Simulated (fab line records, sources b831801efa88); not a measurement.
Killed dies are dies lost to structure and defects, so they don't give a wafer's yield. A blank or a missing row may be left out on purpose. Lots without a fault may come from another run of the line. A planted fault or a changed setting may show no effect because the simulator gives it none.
Which tool did it? | flow sky130 | 12 lots, 36 wafers sampled, at 5 steps of a route of 708

WHAT THE GAUGES READ, wafer by wafer
SKY_METAL5_THK_MEAS_06: measures by xrf.
lot  | measured     | on            | METAL5_ALCU_THK (nm)
L075 | day 43 11:00 | film_metro-04 | 1175 1203 1195
L077 | day 44 08:58 | film_metro-01 | 1160 1166 1157
L078 | day 44 17:50 | film_metro-01 | 1159 1174 1173
L081 | day 45 18:10 | film_metro-02 | 1164 1174 1158
L082 | day 46 01:04 | film_metro-02 | 1165 1158 1166
L085 | day 46 13:14 | film_metro-02 | 1185 1179 1179
L088 | day 47 10:04 | film_metro-01 | 1167 1168 1175
L090 | day 47 11:53 | film_metro-04 | 1167 1165 1168
L091 | day 47 16:49 | film_metro-01 | 1192 1196 1187
L093 | day 48 04:34 | film_metro-04 | 1169 1173 1182
L095 | day 48 11:31 | film_metro-02 | 1151 1140 1146
L097 | day 48 20:28 | film_metro-04 | 1173 1174 1172

WHICH TOOL RAN EACH LOT (tool, then ch and the chambers of the sampled wafers, then the start)
lot  | SKY_METAL4_SPUTTER_00        | SKY_CAP2M_CVD_00                | SKY_METAL5_SPUTTER_01        | SKY_METAL5_SPUTTER_03
L075 | pvd_sputter-03, day 40 06:44 | pecvd-02 ch 0,1, day 40 06:53   | pvd_sputter-01, day 43 10:43 | pvd_sputter-01, day 43 10:48
L077 | pvd_sputter-03, day 41 07:05 | pecvd-04 ch 0, day 41 07:14     | pvd_sputter-04, day 44 08:40 | pvd_sputter-04, day 44 08:46
L078 | pvd_sputter-01, day 41 16:43 | pecvd-03 ch 0,1,2, day 41 16:52 | pvd_sputter-03, day 44 17:34 | pvd_sputter-03, day 44 17:38
L081 | pvd_sputter-03, day 42 18:09 | pecvd-02 ch 0,1,2, day 42 18:19 | pvd_sputter-04, day 45 17:53 | pvd_sputter-04, day 45 17:58
L082 | pvd_sputter-02, day 43 02:54 | pecvd-04 ch 0,2, day 43 03:04   | pvd_sputter-04, day 46 00:49 | pvd_sputter-04, day 46 00:53
L085 | pvd_sputter-01, day 43 16:19 | pecvd-03 ch 1,2, day 43 16:29   | pvd_sputter-03, day 46 12:58 | pvd_sputter-03, day 46 13:02
L088 | pvd_sputter-02, day 44 14:10 | pecvd-03 ch 0,2, day 44 14:19   | pvd_sputter-01, day 47 09:49 | pvd_sputter-01, day 47 09:53
L090 | pvd_sputter-01, day 44 16:26 | pecvd-04 ch 0,1,2, day 44 16:36 | pvd_sputter-01, day 47 11:35 | pvd_sputter-01, day 47 11:40
L091 | pvd_sputter-02, day 44 21:41 | pecvd-02 ch 0,1, day 44 21:50   | pvd_sputter-04, day 47 16:31 | pvd_sputter-04, day 47 16:36
L093 | pvd_sputter-02, day 45 11:17 | pecvd-03 ch 0,1,2, day 45 11:26 | pvd_sputter-04, day 48 04:17 | pvd_sputter-04, day 48 04:22
L095 | pvd_sputter-01, day 45 18:43 | pecvd-04 ch 0,2, day 45 18:52   | pvd_sputter-03, day 48 11:14 | pvd_sputter-03, day 48 11:19
L097 | pvd_sputter-02, day 46 04:56 | pecvd-02 ch 0,1, day 46 05:05   | pvd_sputter-01, day 48 20:12 | pvd_sputter-01, day 48 20:16
- SKY_METAL4_SPUTTER_00: material Ti, target thk 15 nm, time 10 s.
- SKY_CAP2M_CVD_00: deposits SiO2, target thk 15.5 nm.
- SKY_METAL5_SPUTTER_01: material TiN, target thk 20 nm, time 16.7 s.
- SKY_METAL5_SPUTTER_03: material Ti, target thk 5 nm, time 3.3 s.

THE ANSWER, worked out from the rows above alone
Rule: what is usual is taken from the lots themselves. Put in order of their means at a reading, lots are off if they are a third of the lots or fewer, leave a main group of 4 or more, and stand apart from it by a gap of 3 or more times the standard deviation of the main group's means; of several such gaps the widest counts. A main group whose means are all the same, to the digits that the tables above print for the reading, isn't used. A lot without any number at a reading at which 4 lots or more have one is off too. The other lots that the step has rows for count as sound.
No lot is off at any reading shown: from this, nothing can be told.

WHAT THE SIMULATOR HAD PUT IN
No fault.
